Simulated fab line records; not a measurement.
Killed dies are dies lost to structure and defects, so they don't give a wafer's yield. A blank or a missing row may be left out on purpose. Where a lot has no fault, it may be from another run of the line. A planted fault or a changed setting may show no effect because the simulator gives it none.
Which tool did it? -- flow sky130 -- Sampling: 6 lots, 18 wafers, 4 of 708 route steps

== WHAT EACH GAUGE READ, for each wafer ==
SKY_VIA2_THK_MEAS_23: measures by xrf.
lot,measured,on,VIA2_W_THK (nm)
L208,day 36 09:50,film_metro-01,409 407 404
L213,day 38 06:01,film_metro-02,406 415 411
L221,day 40 16:44,film_metro-02,407 406 412
L225,day 41 12:55,film_metro-01,411 413 410
L226,day 41 19:35,film_metro-01,413 411 412
L230,day 42 19:21,film_metro-04,403 401 404

== WHICH TOOL RAN EACH LOT (tool, then ch and the chambers of the sampled wafers, then the start) ==
lot,SKY_METAL2_DESCUM_17,SKY_VIA2_ETCH_15,SKY_VIA2_STRIP_16
L208,"rie_metal-01 ch 0,1, day 35 04:52","rie_diel-04 ch 0,2, day 36 08:50","plasma_asher-04 ch 1, day 36 08:53"
L213,"rie_metal-02 ch 0,1, day 37 01:22","rie_diel-01 ch 0,3, day 38 05:02","plasma_asher-04 ch 0,1, day 38 05:05"
L221,"rie_metal-02 ch 0,1, day 39 14:31","rie_diel-04 ch 0,1,3, day 40 15:47","plasma_asher-03 ch 0,1, day 40 15:50"
L225,"rie_metal-04 ch 1, day 40 10:19","rie_diel-04 ch 1,2,3, day 41 11:55","plasma_asher-02 ch 0,1, day 41 11:59"
L226,"rie_metal-02 ch 0,1, day 40 17:08","rie_diel-02 ch 1,2,3, day 41 18:34","plasma_asher-02 ch 0,1, day 41 18:38"
L230,"rie_metal-01 ch 0, day 41 16:38","rie_diel-04 ch 0,1,2, day 42 18:22","plasma_asher-04 ch 0,1, day 42 18:26"
- SKY_METAL2_DESCUM_17: chemistry O2, time 8 s.
- SKY_VIA2_ETCH_15: etches SiO2 in C4F8/O2/Ar, stops on TiN, target depth 546 nm, time 84 s.
- SKY_VIA2_STRIP_16: strips in O2/N2.

== THE ANSWER, worked out from the rows above alone ==
Rule: usual is defined by the lots themselves. Put in order of their means at a reading, lots are off if they are a third of the lots or fewer, leave a main group of 4 or more, and stand apart from it by a gap of 3 or more times the standard deviation of the main group's means; of several such gaps the widest counts. The tables above print the reading to a certain number of digits; a main group whose means all agree to those digits is not used. Also off: a lot with no number at a reading for which 4 or more lots have one. All remaining lots with rows at the step are treated as sound.
No lot is off on any of the readings shown, so nothing can be concluded from this.

== WHAT WAS PUT IN BY THE SIMULATOR ==
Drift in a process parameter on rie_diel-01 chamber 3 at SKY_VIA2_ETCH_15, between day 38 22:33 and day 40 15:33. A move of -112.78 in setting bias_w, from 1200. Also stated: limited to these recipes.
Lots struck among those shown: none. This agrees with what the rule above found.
